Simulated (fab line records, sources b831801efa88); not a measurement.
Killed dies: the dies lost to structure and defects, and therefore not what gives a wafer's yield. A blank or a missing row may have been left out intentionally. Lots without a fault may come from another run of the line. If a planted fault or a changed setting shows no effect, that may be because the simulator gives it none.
One fault through the eyes of 2 desks ; flow sky130 ; every desk sees just its own numbers, and what lay behind them comes last

== THE METROLOGY DESK ==
Lot by lot, what the gauges showed, no matter which tool ran the lot: averages of those sampled wafers that carry a number. The brackets show how far a lot's mean lies from the usual mean; more than 4 standard deviations puts the lot out of limits, marked OUT.
Columns: A = NWELL_00_OVL at SKY_NWELL_OVL_MEAS_10, usual 0.0 nm; B = NWELL_01_OVL at SKY_NWELL_OVL_MEAS_23, usual 0.1 nm; C = VT_ADJUST_PCH_OVL at SKY_VT_ADJUST_PCH_OVL_MEAS_07, usual 0.4 nm
lot;first seen here;A;B;C
L851;day 4 09:51;-1.8;0.3;0.4
L852;day 4 15:02;-0.3;0.1;-0.5
L853;day 4 22:44;1.0;-0.6;0.7
L855;day 6 04:50;-1.8;2.4;0.8
L858;day 6 21:56;-1.3;-1.0;0.3
L859;day 6 22:11;-1.2;-0.2;-0.4
L861;day 7 03:14;1.0;-1.1;-0.7
L862;day 7 03:57;1.9;1.3;0.6
L867;day 8 12:49;-0.4;0.9;-1.3
L868;day 8 17:50;0.4;2.4;2.1
L871;day 9 11:41;-1.1;-0.1;1.9
L872;day 9 23:50;0.2;-0.3;-0.3
L873;day 10 03:43;-0.3;0.1;2.5
L874;day 10 05:21;1.7;-1.0;0.0
This desk found nothing out of limits on any of the 14 lots.

== DESK OF THE TOOL OWNER: implanter-03 ==
SKY_VT_ADJUST_LVTN_IMPLANT_19, tool's own readings: per-lot mean of the sampled wafers with a number, covering each lot this tool ran. The brackets show how far a lot's mean lies from the usual mean; more than 4 standard deviations puts the lot out of limits, marked OUT.
Columns: A = beamEnergyKeV at SKY_VT_ADJUST_LVTN_IMPLANT_19, usual 29.999
lot;first seen here;A
L852;day 7 22:01;29.995
L858;day 10 11:28;30.001
L859;day 10 12:06;30.011
L861;day 10 17:59;30.500 (+58) OUT
L862;day 10 18:28;30.494 (+58) OUT
This desk's verdict: out of limits on L861, L862, starting with L861 at day 10 17:59 (beamEnergyKeV at SKY_VT_ADJUST_LVTN_IMPLANT_19). In limits: L852, L858, L859.

== ALL TOGETHER ==
At day 10 17:59, on L861, L862, the tool owner's desk was in a position to raise an alarm.
The metrology desk saw nothing out of limits.
The metrology desk has L861, L862 on record, within its limits.
All the named lots went through SKY_VT_ADJUST_LVTN_IMPLANT_19 on implanter-03.

== WHAT HAD BEEN PUT IN BY THE SIMULATOR ==
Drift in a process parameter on implanter-03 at SKY_VT_ADJUST_LVTN_IMPLANT_19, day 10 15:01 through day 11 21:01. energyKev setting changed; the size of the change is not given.
Shown lots that were struck: L861, L862.
Each desk's first reading out of limits, in hours after the fault started: the tool owner's desk, 3.
